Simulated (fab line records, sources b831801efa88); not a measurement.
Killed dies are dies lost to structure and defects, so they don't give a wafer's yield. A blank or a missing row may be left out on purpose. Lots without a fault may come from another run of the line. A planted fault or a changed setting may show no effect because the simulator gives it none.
Which tool did it? | flow gf180mcu | 13 lots, 39 wafers sampled, at 3 steps of a route of 602

WHAT THE GAUGES READ, wafer by wafer
GF_PSD_OVL_MEAS_08.
lot  | measured     | on         | PSD_OVL (nm)
L922 | day 15 01:19 | overlay-01 | 0.5 2.2 -0.2
L923 | day 15 04:38 | overlay-01 | 2.4 0.8 1.7
L924 | day 15 09:46 | overlay-01 | 1.5 2.3 0.1
L925 | day 15 18:03 | overlay-01 | 2.6 4.4 3.0
L926 | day 16 01:31 | overlay-02 | 1.6 0.3 -0.5
L931 | day 17 15:42 | overlay-02 | -0.7 -1.1 0.0
L937 | day 19 22:01 | overlay-02 | 1.7 1.0 1.8
L938 | day 20 07:58 | overlay-01 | -0.8 -1.8 -0.9
L939 | day 20 16:17 | overlay-02 | 1.5 -1.2 1.8
L941 | day 21 03:42 | overlay-02 | 1.0 1.3 1.2
L942 | day 21 14:35 | overlay-01 | 0.5 2.6 0.9
L943 | day 21 19:12 | overlay-01 | 0.4 1.6 2.1
L944 | day 22 01:22 | overlay-01 | 0.6 -0.2 0.8

WHICH TOOL RAN EACH LOT (tool, then ch and the chambers of the sampled wafers, then the start)
lot  | GF_VT_IMPLANT_WET_ETCH_50       | GF_HV_LDD_ETCHBACK_58
L922 | wet_bench-02 ch 3, day 8 06:40  | rie_diel-03 ch 2,3, day 13 07:36
L923 | wet_bench-03 ch 2, day 8 08:05  | rie_diel-03 ch 0,1,2, day 13 10:54
L924 | wet_bench-01 ch 1, day 8 15:58  | rie_diel-03 ch 1,2, day 13 15:25
L925 | wet_bench-03 ch 2, day 8 20:24  | rie_diel-01 ch 1,2,3, day 13 23:07
L926 | wet_bench-02 ch 3, day 9 02:14  | rie_diel-03 ch 0,2,3, day 14 05:56
L931 | wet_bench-02 ch 2, day 10 07:22 | rie_diel-03 ch 1,2,3, day 15 18:24
L937 | wet_bench-01 ch 0, day 12 02:23 | rie_diel-03 ch 0,1,2, day 17 22:08
L938 | wet_bench-01 ch 0, day 12 08:52 | rie_diel-01 ch 1,3, day 18 07:04
L939 | wet_bench-01 ch 0, day 12 16:08 | rie_diel-03 ch 0,2,3, day 18 15:10
L941 | wet_bench-01 ch 1, day 13 03:19 | rie_diel-03 ch 1,3, day 19 02:32
L942 | wet_bench-03 ch 2, day 13 11:08 | rie_diel-04 ch 0,1, day 19 14:03
L943 | wet_bench-03 ch 2, day 13 16:54 | rie_diel-04 ch 0,2, day 19 19:38
L944 | wet_bench-01 ch 1, day 13 22:34 | rie_diel-01 ch 1,2, day 20 00:52
- GF_VT_IMPLANT_WET_ETCH_50: etches SiO2 in dHF, target depth 20 nm, time 400 s.
- GF_HV_LDD_ETCHBACK_58: etches Si3N4 in CH3F/O2, stops on SiO2, time 100 s, target depth 90 nm.

WHAT THE TOOLS THEMSELVES READ (means of the sampled wafers that have a number; where no wafer has one, the mark that the record gives instead)
GF_VT_IMPLANT_WET_ETCH_50.
lot  | tool         | temp_c (C)
L922 | wet_bench-02 | 24.92
L923 | wet_bench-03 | 25.13
L924 | wet_bench-01 | 24.88
L925 | wet_bench-03 | 25.04
L926 | wet_bench-02 | 25.05
L931 | wet_bench-02 | 25.95
L937 | wet_bench-01 | 24.98
L938 | wet_bench-01 | 24.98
L939 | wet_bench-01 | 25.02
L941 | wet_bench-01 | 24.91
L942 | wet_bench-03 | 24.94
L943 | wet_bench-03 | 24.93
L944 | wet_bench-01 | 25.08

GF_HV_LDD_ETCHBACK_58.
lot  | tool        | drypump_motor_current_A (A) | oes_product_au (a.u.) | throttle_valve_pct (%)
L922 | rie_diel-03 | 5.2                         | 0.844                 | 10.563
L923 | rie_diel-03 | 5.6                         | 0.841                 | 10.563
L924 | rie_diel-03 | 5.8                         | 0.841                 | 10.553
L925 | rie_diel-01 | 5.6                         | 0.836                 | 10.561
L926 | rie_diel-03 | 5.3                         | 0.831                 | 10.557
L931 | rie_diel-03 | 5.6                         | 0.842                 | 10.562
L937 | rie_diel-03 | 5.6                         | 0.844                 | 10.569
L938 | rie_diel-01 | 5.4                         | 0.846                 | 10.560
L939 | rie_diel-03 | 5.4                         | 0.837                 | 10.546
L941 | rie_diel-03 | 5.9                         | 0.846                 | 10.554
L942 | rie_diel-04 | 5.8                         | 0.853                 | 10.566
L943 | rie_diel-04 | 5.5                         | 0.850                 | 10.561
L944 | rie_diel-01 | 5.6                         | 0.847                 | 10.566

THE ANSWER, worked out from the rows above alone
Rule: what is usual is taken from the lots themselves. Put in order of their means at a reading, lots are off if they are a third of the lots or fewer, leave a main group of 4 or more, and stand apart from it by a gap of 3 or more times the standard deviation of the main group's means; of several such gaps the widest counts. A main group whose means are all the same, to the digits that the tables above print for the reading, isn't used. A lot without any number at a reading at which 4 lots or more have one is off too. The other lots that the step has rows for count as sound. The gauges are gone through in route order, then the tools' own readings, and for those a lot's mean is taken as printed above. The first step at which some lot is off is used, and at that step the reading that is off furthest; a lot without a number counts as furthest.
Off: L931, at GF_VT_IMPLANT_WET_ETCH_50 (temp_c). The main group: mean 24.99 C, standard deviation 0.073.
A tool fits if, at that step or a process step before it, it ran every lot that is off, and no sound lot after the first of them. One fits: wet_bench-02 at GF_VT_IMPLANT_WET_ETCH_50. Its last sound lot is L926 (day 9 02:14), its first lot that is off L931 (day 10 07:22): a fault that began between those two fits.
The tool's own readings at GF_VT_IMPLANT_WET_ETCH_50 bear it out: on the lots that are off they differ by more than 5 times the standard deviation of the sound lots' means. temp_c reads 25.95 C there against 24.99 C on the sound lots.

WHAT THE SIMULATOR HAD PUT IN
Process parameter drift: wet_bench-02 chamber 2, from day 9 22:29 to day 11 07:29, at GF_VT_IMPLANT_WET_ETCH_50. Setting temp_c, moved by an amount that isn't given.
Lots struck among those shown: L931. The rule above found the same.
